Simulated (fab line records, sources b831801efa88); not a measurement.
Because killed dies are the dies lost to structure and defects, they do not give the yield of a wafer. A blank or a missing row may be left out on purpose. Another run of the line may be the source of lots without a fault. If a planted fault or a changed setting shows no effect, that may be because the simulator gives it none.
Problem report in the 8D (eight disciplines) form, filled by code | flow gf180mcu | the parts of the form that need people (team, actions taken, sign-off) are left out

== 1. THE ISSUE ==
STI_CVD_03_THK at GF_STI_THK_MEAS_04 reads a mean of 180.1 nm on 6 wafers of 2 lots; wafers without a fault read 207.2 nm with a standard deviation of 2. That is -14 standard deviations from the usual mean.
Seen first at day 3 21:35 on film_metro-02, wafer L600.3. Wafers with a number at this step in the record: 36, from 12 lots. The rule behind "out" and "out of limits": a value lying over 4 standard deviations away from the usual mean. All remaining wafers that have a number are taken as sound.

== 2. WHAT IT IS, WHAT IT ISN'T ==
question                    | is                           | is not
which readings at this step | STI_CVD_03_THK               | -
which lots                  | L600, L601                   | L589, L590, L591, L592, L598, L602, L603, L604, L606, L609
which wafers of those lots  | all that have a number       | -
read on which gauges        | film_metro-01, film_metro-02 | film_metro-03
when                        | from day 3 21:35             | up to then (15 sound wafers); but 15 sound wafers of L602, L603, L604, L606, L609 came after

== 3. THE SUSPECTS, EACH WITH WHAT RULES IT OUT ==
Counting: a tool at any process step up to the reading remains a suspect when it ran all the lots that are out and ran no sound lot after the first of those.
- the gauge at GF_STI_THK_MEAS_04: ruled out. Those wafers that are out were read across 2 gauges (film_metro-01, film_metro-02).
- lpcvd-01 at GF_STI_CVD_03 (deposits Si3N4 from DCS/NH3, target thk 207.16 nm, time 3551 s): kept. All lots that are out passed through it, beginning with L600 at day 3 18:35, and no sound lot followed; its final sound lot before that point was L598 at day 3 08:34. Its own spike_tc_lower_C, susceptor_temp_C readings are out on those wafers.
After counting, what remains is lpcvd-01 at GF_STI_CVD_03.

== 4. THE CAUSE (what the simulator had put in) ==
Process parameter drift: lpcvd-01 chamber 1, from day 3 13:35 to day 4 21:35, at GF_STI_CVD_03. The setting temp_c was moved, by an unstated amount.
The count eliminated every tool but this one.

== 5. THE CHAIN OF EFFECTS, in route order ==
Each row: a reading whose mean over the struck wafers that have a number lies more than 3 standard deviations from the usual. Scope: only readings with a usual standard deviation given in the record; hours: median across lots of the time from each lot's start at the first step in this table that gives one to its start at this step; sigmas: change in usual standard deviations.
hours | step               | reading           | usual      | on struck wafers | change | sigmas
0     | GF_STI_CVD_03      | spike_tc_centre_C | 770.0 C    | 763.4            | -6.6   | -4.4
0     | GF_STI_CVD_03      | spike_tc_lower_C  | 770.2 C    | 762.2            | -8.0   | -7.3
0     | GF_STI_CVD_03      | spike_tc_upper_C  | 770.1 C    | 762.1            | -8.0   | -4.0
0     | GF_STI_CVD_03      | susceptor_temp_C  | 770.0 C    | 762.6            | -7.4   | -20
2     | GF_STI_THK_MEAS_04 | STI_CVD_03_THK    | 207.2 nm   | 180.1            | -27.1  | -14
16    | GF_STI_ETCH_13     | oes_product_au    | 0.832 a.u. | 0.775            | -0.057 | -8.9
Its process steps:
- GF_STI_CVD_03: deposits Si3N4 from DCS/NH3, target thk 207.16 nm, time 3551 s.
- GF_STI_ETCH_13: etches the open film in CHF3/O2, stops on Si, target depth 282.31 nm, time 112.9 s.
Later measuring or inspecting steps at which every struck wafer that the step has a row for has a number for every such reading, and none has moved that far: GF_STI_THK_MEAS_22, GF_LVPWELL_TW_MEAS_11, GF_CONTACT_OVL_MEAS_15.

== 6. HOW IT WOULD HAVE BEEN CAUGHT EARLIER ==
8 hours passed between the start of the fault at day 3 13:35 and the first reading out of limits at a measuring or inspecting step in this record, taken at day 3 21:35.
Tool's own readings at GF_STI_CVD_03, spike_tc_lower_C, susceptor_temp_C: out on all struck wafers the step has rows for; an alarm limit on them would have tripped on the first.
Among the 2 lots that are out, L601 began GF_STI_CVD_03 on lpcvd-01 after day 3 21:35. Putting the tool on hold at that point would have spared it.
